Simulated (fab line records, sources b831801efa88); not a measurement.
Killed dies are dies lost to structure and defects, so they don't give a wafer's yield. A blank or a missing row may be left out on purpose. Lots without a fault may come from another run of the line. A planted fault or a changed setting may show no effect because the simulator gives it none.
Which tool did it? | flow gf180mcu | 14 lots, 42 wafers sampled, at 5 steps of a route of 602

WHAT THE GAUGES READ, wafer by wafer
GF_HV_LDD_TW_MEAS_38.
lot  | measured     | on            | HV_LDD_3_TW
L258 | day 12 01:01 | film_metro-03 | 1463 1459 1461
L257 | day 12 03:40 | film_metro-01 | 1421 1426 1422
L259 | day 12 10:13 | film_metro-02 | 1403 1399 1403
L260 | day 12 17:25 | film_metro-02 | 1406 1413 1397
L262 | day 13 03:52 | film_metro-01 | 1416 1417 1417
L263 | day 13 09:19 | film_metro-02 | 1393 1393 1387
L264 | day 13 19:28 | film_metro-03 | 1455 1454 1452
L265 | day 14 01:25 | film_metro-02 | 1396 1400 1401
L266 | day 14 08:22 | film_metro-01 | 1420 1411 1422
L270 | day 15 22:30 | film_metro-03 | 1457 1448 1446
L272 | day 16 14:20 | film_metro-01 | 1422 1426 1411
L273 | day 16 20:36 | film_metro-02 | 1398 1396 1400
L279 | day 19 12:44 | film_metro-02 | 1402 1395 1400
L280 | day 19 16:48 | film_metro-01 | 1430 1424 1430

GF_HV_LDD_RS_MEAS_53: measures by four-point-probe.
lot  | measured     | on            | HV_LDD_RS (ohm/sq)
L258 | day 12 20:17 | film_metro-02 | 420.8 419.3 421.2
L257 | day 12 23:29 | film_metro-03 | 417.2 418.4 417.2
L259 | day 13 06:35 | film_metro-03 | 419.2 419.2 418.8
L260 | day 13 13:53 | film_metro-01 | 418.0 418.5 418.7
L262 | day 14 00:48 | film_metro-03 | 418.6 418.5 419.4
L263 | day 14 06:08 | film_metro-03 | 418.6 419.2 419.1
L264 | day 14 16:29 | film_metro-01 | 417.5 417.6 419.1
L265 | day 14 22:37 | film_metro-02 | 418.2 418.2 417.3
L266 | day 15 05:38 | film_metro-03 | 420.2 419.2 419.1
L270 | day 16 21:23 | film_metro-02 | 419.3 418.9 420.4
L272 | day 17 13:26 | film_metro-03 | - - -
L273 | day 17 19:49 | film_metro-03 | - - -
L279 | day 20 12:47 | film_metro-03 | 418.6 419.5 419.7
L280 | day 20 17:41 | film_metro-02 | 416.9 418.4 416.8

GF_HV_LDD_THK_MEAS_57.
lot  | measured     | on            | HV_LDD_CVD_56_THK (nm)
L258 | day 12 22:53 | film_metro-01 | 88.9 89.1 89.2
L257 | day 13 02:32 | film_metro-03 | 90.0 89.8 89.5
L259 | day 13 09:13 | film_metro-03 | 90.2 90.1 89.8
L260 | day 13 17:16 | film_metro-01 | 90.0 90.6 91.1
L262 | day 14 03:50 | film_metro-01 | 89.6 88.8 89.3
L263 | day 14 09:29 | film_metro-01 | 88.7 89.3 89.3
L264 | day 14 19:50 | film_metro-03 | 89.8 89.7 89.8
L265 | day 15 01:14 | film_metro-03 | 90.7 90.4 90.7
L266 | day 15 08:16 | film_metro-02 | 89.7 89.1 89.7
L270 | day 17 00:44 | film_metro-03 | 90.4 90.2 90.0
L272 | day 17 16:02 | film_metro-03 | 90.2 90.3 90.4
L273 | day 17 22:30 | film_metro-01 | 90.4 89.8 89.5
L279 | day 20 15:25 | film_metro-01 | 90.4 91.3 91.3
L280 | day 20 20:19 | film_metro-01 | 89.7 89.4 90.3

WHICH TOOL RAN EACH LOT (tool, then ch and the chambers of the sampled wafers, then the start)
lot  | GF_HV_LDD_IMPLANT_35            | GF_HV_LDD_STRIP_49
L258 | implanter-02 ch 0, day 12 00:40 | plasma_asher-03 ch 0,1, day 12 19:59
L257 | implanter-03 ch 0, day 12 03:16 | plasma_asher-01 ch 0, day 12 23:13
L259 | implanter-02 ch 0, day 12 09:49 | plasma_asher-02 ch 0,1, day 13 06:19
L260 | implanter-02 ch 0, day 12 17:01 | plasma_asher-01 ch 0,1, day 13 13:37
L262 | implanter-02 ch 0, day 13 03:29 | plasma_asher-02 ch 0,1, day 14 00:31
L263 | implanter-03 ch 0, day 13 08:55 | plasma_asher-01 ch 0,1, day 14 05:52
L264 | implanter-01 ch 0, day 13 19:04 | plasma_asher-01 ch 0,1, day 14 16:13
L265 | implanter-02 ch 0, day 14 01:02 | plasma_asher-03 ch 0,1, day 14 22:17
L266 | implanter-01 ch 0, day 14 07:59 | plasma_asher-02 ch 0,1, day 15 05:20
L270 | implanter-01 ch 0, day 15 22:05 | plasma_asher-02 ch 0, day 16 21:07
L272 | implanter-03 ch 0, day 16 13:59 | plasma_asher-03 ch 0,1, day 17 13:08
L273 | implanter-03 ch 0, day 16 20:12 | plasma_asher-02 ch 0,1, day 17 19:32
L279 | implanter-02 ch 0, day 19 12:20 | plasma_asher-01 ch 0,1, day 20 12:26
L280 | implanter-02 ch 0, day 19 16:24 | plasma_asher-03 ch 0,1, day 20 17:23
- GF_HV_LDD_IMPLANT_35
- GF_HV_LDD_STRIP_49: strips in O2/N2.

WHAT THE TOOLS THEMSELVES READ (means of the sampled wafers that have a number; where no wafer has one, the mark that the record gives instead)
GF_HV_LDD_STRIP_49.
lot  | tool            | drypump_motor_current_A (A) | heater_power_w (W) | oes_product_au (a.u.) | strip_time_to_endpoint_s (s)
L258 | plasma_asher-03 | 6.4                         | 305                | 0.714                 | 12.65
L257 | plasma_asher-01 | 6.0                         | 292                | 0.716                 | 12.59
L259 | plasma_asher-02 | 5.5                         | 324                | 0.717                 | 12.63
L260 | plasma_asher-01 | 5.7                         | 297                | 0.720                 | 12.62
L262 | plasma_asher-02 | 5.6                         | 323                | 0.716                 | 12.67
L263 | plasma_asher-01 | 5.7                         | 302                | 0.714                 | 12.63
L264 | plasma_asher-01 | 5.7                         | 304                | 0.717                 | 12.62
L265 | plasma_asher-03 | 6.1                         | 314                | 0.717                 | 12.61
L266 | plasma_asher-02 | 5.4                         | 321                | 0.721                 | 12.70
L270 | plasma_asher-02 | 5.2                         | 315                | 0.717                 | 12.63
L272 | plasma_asher-03 | 6.1                         | 308                | 0.713                 | 12.63
L273 | plasma_asher-02 | 5.4                         | 315                | 0.717                 | 12.67
L279 | plasma_asher-01 | 5.8                         | 297                | 0.714                 | 12.60
L280 | plasma_asher-03 | 6.1                         | 309                | 0.713                 | 12.60

THE ANSWER, worked out from the rows above alone
Rule: what is usual is taken from the lots themselves. Put in order of their means at a reading, lots are off if they are a third of the lots or fewer, leave a main group of 4 or more, and stand apart from it by a gap of 3 or more times the standard deviation of the main group's means; of several such gaps the widest counts. A main group whose means are all the same, to the digits that the tables above print for the reading, isn't used. A lot without any number at a reading at which 4 lots or more have one is off too. The other lots that the step has rows for count as sound. The gauges are gone through in route order, then the tools' own readings, and for those a lot's mean is taken as printed above. The first step at which some lot is off is used, and at that step the reading that is off furthest; a lot without a number counts as furthest.
Off: L272, L273, at GF_HV_LDD_RS_MEAS_53 (HV_LDD_RS). Without a number there: L272, L273. The main group: mean 418.7 ohm/sq, standard deviation 0.86.
A tool fits if, at a process step before that reading, it ran every lot that is off, and no sound lot after the first of them. The gauges at GF_HV_LDD_RS_MEAS_53 are tried like those tools. One fits: implanter-03 at GF_HV_LDD_IMPLANT_35. Its last sound lot is L263 (day 13 08:55), its first lot that is off L272 (day 16 13:59): a fault that began between those two fits.

WHAT THE SIMULATOR HAD PUT IN
Process parameter drift: implanter-03, from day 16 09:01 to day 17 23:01, at GF_HV_LDD_IMPLANT_35. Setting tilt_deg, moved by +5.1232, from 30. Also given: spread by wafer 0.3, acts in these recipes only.
Lots struck among those shown: L272, L273. The rule above found the same.
